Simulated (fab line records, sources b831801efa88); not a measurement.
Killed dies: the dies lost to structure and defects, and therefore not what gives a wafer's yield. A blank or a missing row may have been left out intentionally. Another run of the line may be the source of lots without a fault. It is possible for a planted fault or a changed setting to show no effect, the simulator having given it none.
A struck lot beside a sound one + flow sky130 + 16 steps out of a route of 708
Sound: wafers L123.1, L123.2, L123.6. Wafers struck: L134.3, L134.4, L134.6. Last of all comes the cause.
Each step with rows lists, per side, the tool, then ch with its chambers, then its first start. Under that, the readings that differ: sound wafers + struck wafers + difference of the means + sigmas: that difference in standard deviations of wafers without a fault.
alike: readings with means less than 2 such deviations apart, plus words and numbers identical on both sides. not compared: withheld readings, readings lacking a value on some wafer, bounds such as >300 that could conceal the same value, and numbers that have no deviation in the record and whose values overlap.
A row with sigmas, a row that says differs or no value, or rows on one side alone: a step with any of these is where the two part. Numbers that don't overlap but have no deviation are shown without sigmas and don't part them. A reading missing from all wafers of one side parts the sides only when that side holds two or more wafers.

first, 7 steps without rows for these wafers: SKY_METAL4_HMDS_06 (prime time 60 s); SKY_METAL4_COAT_07 (resist thk 60 nm); SKY_METAL4_COAT_08 (resist thk 1140 nm); SKY_METAL4_SOFTBAKE_09 (time 90 s); SKY_METAL4_EXPOSE_10 (exposes mask MM4, target cd 300 nm); SKY_METAL4_PEB_11; SKY_METAL4_DEVELOP_12 (develop time 60 s).
SKY_METAL4_CD_MEAS_13: target cd 300 nm.
  struck on cd-sem-02, day 46 12:50; sound on cd-sem-01, day 41 21:09
  alike: cd-nm
SKY_METAL4_OVL_MEAS_14:
  struck on overlay-02, day 46 12:55; sound on overlay-02, day 41 21:16
  alike: METAL4_OVL
SKY_METAL4_DESCUM_15: chemistry O2, time 8 s.
  sound on rie-metal-04 ch 0,1, day 41 21:19; struck on rie-metal-01 ch 0,1, day 46 12:57
| reading               | sound             | struck            | difference | sigmas |
|-----------------------|-------------------|-------------------|------------|--------|
| oes-product-au (a.u.) | 0.987 0.990 0.975 | 1.008 1.003 1.008 | +0.022     | +2     |
  alike: drypump-motor-current-A
  not compared: rf-hours-counter-h
SKY_METAL4_ETCH_16: etches BARC in N2/H2, stops on SiO2, time 88.2 s, target depth 60 nm.
  sound on rie-metal-04 ch 0,1, day 41 21:20; struck on rie-metal-01 ch 0,1, day 46 13:01
  alike: bias-w, chamber-pressure-mTorr, drypump-motor-current-A, oes-product-au, throttle-valve-pct
  not compared: rf-hours-counter-h
SKY_METAL4_ETCH_17: etches SiO2 in C4F8/O2/Ar, stops on TiN, time 3.9 s, target depth 15 nm.
  sound on rie-diel-04 ch 2,3, day 41 21:26; struck on rie-diel-04 ch 0,1, day 46 13:04
  alike: bias-w, chamber-pressure-mTorr, oes-product-au
  not compared: rf-hours-counter-h
SKY_METAL4_METAL_ETCH_18: etches the open film in Cl2/BCl3, stops on SiO2, target depth 845 nm, time 183.1 s.
  sound on rie-metal-01 ch 0,1, day 41 21:28; struck on rie-metal-04 ch 0,1, day 46 13:09
  no value came back on the struck wafers for any of 5 readings (bcl3-flow-sccm (sccm), bias-w (W) and others); on the sound wafers bcl3-flow-sccm (sccm) reads 29.94 29.96 30.08
| reading                                       | sound             | struck            | difference | sigmas |
|-----------------------------------------------|-------------------|-------------------|------------|--------|
| model.KrF-thick_of_METAL4_COAT_08.thk-nm (nm) | 530.9 527.6 530.6 | 1078 1077 1078    | +548       |        |
| model.SiO2_of_VIA3_HDPCVD_00.thk-nm (nm)      | 435.4 436.9 436.3 | 459.8 460.9 460.9 | +24.3      |        |
  not compared: rf-hours-counter-h
SKY_METAL4_STRIP_19: strips in O2/N2.
  sound on plasma-asher-01 ch 0,1, day 41 21:38; struck on plasma-asher-03 ch 0,1, day 46 13:18
| reading                      | sound             | struck            | difference | sigmas |
|------------------------------|-------------------|-------------------|------------|--------|
| oes-product-au (a.u.)        | 0.515 0.499 0.505 | 0.714 0.714 0.709 | +0.206     | +37    |
| strip-time-to-endpoint-s (s) | 6.57 6.54 6.56    | 11.87 11.85 11.88 | +5.31      | +61    |
  alike: drypump-motor-current-A
  not compared: rf-hours-counter-h
then, 1 step without rows for these wafers: SKY_METAL4_STRIP_20 (strips in post etch residue remover, time 1200 s).
-- the record jumps here: 3 days lie between the struck wafers' starts before and after (it left off in module METAL4 and takes up again in module PAD_OPEN, whose first step shown is number 708 of the route) --
SKY_PAD_OPEN_PROBE_99:
  struck on prober-01, day 49 23:32; sound on prober-02, day 45 21:33
| reading                  | sound          | struck         | difference | sigmas      |
|--------------------------|----------------|----------------|------------|-------------|
| defect-limited-yield (%) | 83.5 85.2 80.9 | 0 0 0          | -83        | -42         |
| killed_at_M4_up          | 4 3 2          | 413 424 413    | +414       | +99 or more |
| killed-dies              | 81 73 94       | 492 492 492    | +409       | +42         |
| killed-on-rim            | 20 16 15       | 96 96 96       | +79        | +21         |
| sort_bin_5_function (%)  | 11.2 7.9 10.8  | 92.5 94.1 93.1 | +83.3      | +59         |
| sort-n-pass              | 411 419 398    | 0 0 0          | -409       | -42         |
| sort-yield-pct (%)       | 83.5 85.2 80.9 | 0 0 0          | -83        | -42         |
  alike: killed_at_M0_to_M3, killed-at-contacts, killed-at-front-end, killed-at-other, killed-open, killed-short, sort_bin_3_pad_short, sort_bin_6_memory

WHERE THEY PART
First at SKY_METAL4_DESCUM_15; last, within this record, at SKY_PAD_OPEN_PROBE_99.

WHY: the cause the simulator had injected
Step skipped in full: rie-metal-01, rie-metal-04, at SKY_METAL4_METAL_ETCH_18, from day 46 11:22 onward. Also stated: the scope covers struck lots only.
